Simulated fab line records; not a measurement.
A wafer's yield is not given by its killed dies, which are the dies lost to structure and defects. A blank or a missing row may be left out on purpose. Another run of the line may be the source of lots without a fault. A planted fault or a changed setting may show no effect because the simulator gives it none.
Comparing a struck lot with a sound one / flow sky130 / 15 steps out of a route of 708
Sound: wafers L802.3, L802.4, L802.6. Wafers struck: L808.1, L808.3. The cause is given at the end.
Per side, at each step with rows, come the tool, then ch with its chambers, and then its first start. Under that, the readings that differ: sound wafers / struck wafers / difference of the means / sigmas: that difference in standard deviations of wafers without a fault.
alike: same words and numbers on both sides, and readings whose means sit less than 2 such deviations apart. not compared: any withheld reading, any reading some wafer has no value for, any bound like >300 that may hide the same value, and any number with overlapping values for which the record gives no deviation.
Wherever a step has rows on one side only, a row that says differs or no value, or a row with sigmas, the two part there. Numbers that have no deviation but don't overlap get no sigmas and don't part them. A reading missing from all wafers of one side parts the sides only when that side holds two or more wafers.

first, 8 steps without rows for these wafers: SKY_POLY_GATE_DEHYDRATE_05 (time 60 s); SKY_POLY_GATE_HMDS_06 (prime time 60 s); SKY_POLY_GATE_COAT_07 (resist thk 110 nm); SKY_POLY_GATE_COAT_08 (resist thk 450 nm); SKY_POLY_GATE_SOFTBAKE_09 (time 90 s); SKY_POLY_GATE_EXPOSE_10 (exposes mask P1M, target cd 150 nm); SKY_POLY_GATE_PEB_11; SKY_POLY_GATE_DEVELOP_12 (develop time 60 s).
SKY_POLY_GATE_CD_MEAS_13: the cd target is 150 nm.
  sound: cd_sem-02 at day 18 01:33; struck: cd_sem-02 at day 20 07:43
  alike: cd_nm
SKY_POLY_GATE_OVL_MEAS_14:
  sound: overlay-01 at day 18 01:39; struck: overlay-01 at day 20 07:50
  alike: POLY_GATE_OVL
SKY_POLY_GATE_ETCH_15: etches BARC in N2/H2, stops on SiO2, time 118.5 s, target depth 110 nm.
  sound on rie_diel-02 ch 0,1, day 18 01:40; struck on rie_diel-02 ch 0,1, day 20 07:52
  alike: drypump_motor_current_A, oes_product_au, rf_fwd_power_W, throttle_valve_pct
  not compared: rf_hours_counter_h
SKY_POLY_GATE_ETCH_16: etches Si3N4 in CH3F/O2, stops on poly-Si, time 147.5 s, target depth 75 nm.
  sound on rie_diel-02 ch 0,1, day 18 01:45; struck on rie_diel-02 ch 0,1, day 20 07:58
  alike: O2_flow_sccm, drypump_motor_current_A, oes_product_au, rf_fwd_power_W, throttle_valve_pct
  not compared: rf_hours_counter_h
SKY_POLY_GATE_ETCH_17: etches poly-Si in HBr/Cl2, stops on SiO2, target depth 180 nm, time 70.5 s.
  sound on rie_si-02 ch 1,2, day 18 01:51; struck on rie_si-02 ch 0,1, day 20 08:04
reading=oes_product_au (a.u.); sound=0.978 0.974 0.971; struck=1.000 0.985; difference=+0.018; sigmas=+2
reading=over_etch_frac; sound=0.56667 0.56667 0.56667; struck=0.15281 0.15281; difference=-0.41386; sigmas=
reading=model.POLY_GATE.feature_depth_nm (nm); sound=177.5 175.8 178; struck=132.1 129.5; difference=-46.3; sigmas=
reading=model.etch.depth_nm (nm); sound=177.5 175.8 178; struck=132.1 129.5; difference=-46.3; sigmas=
reading=model.KrF-thick_of_POLY_GATE_COAT_08.thk_nm (nm); sound=135.1 140.4 136.8; struck=159.9 162.8; difference=+23.9; sigmas=
  alike: drypump_motor_current_A, rf_fwd_power_W, throttle_valve_pct
  not compared: rf_hours_counter_h
SKY_POLY_GATE_STRIP_18: strips in O2/N2.
  sound on plasma_asher-03 ch 0,1, day 18 01:56; struck on plasma_asher-02 ch 0,1, day 20 08:07
reading=drypump_motor_current_A (A); sound=5.3 4.8 4.8; struck=5.8 5.7; difference=+0.8; sigmas=+2
reading=strip_time_to_endpoint_s (s); sound=3.12 3.16 3.15; struck=3.37 3.41; difference=+0.25; sigmas=+6
  alike: o2_flow_sccm, oes_product_au
  not compared: rf_hours_counter_h
then, 1 step without rows for these wafers: SKY_POLY_GATE_CLEAN_19 (cleans in SC1/SC2, time 150 s).

WHERE THEY PART
Earliest at SKY_POLY_GATE_ETCH_17; latest, in this record, at SKY_POLY_GATE_STRIP_18.

WHY: what had been put in by the simulator
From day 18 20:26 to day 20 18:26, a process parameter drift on rie_si-02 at SKY_POLY_GATE_ETCH_17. Setting over_etch_frac shifted by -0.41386 from 0.56667. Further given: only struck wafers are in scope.
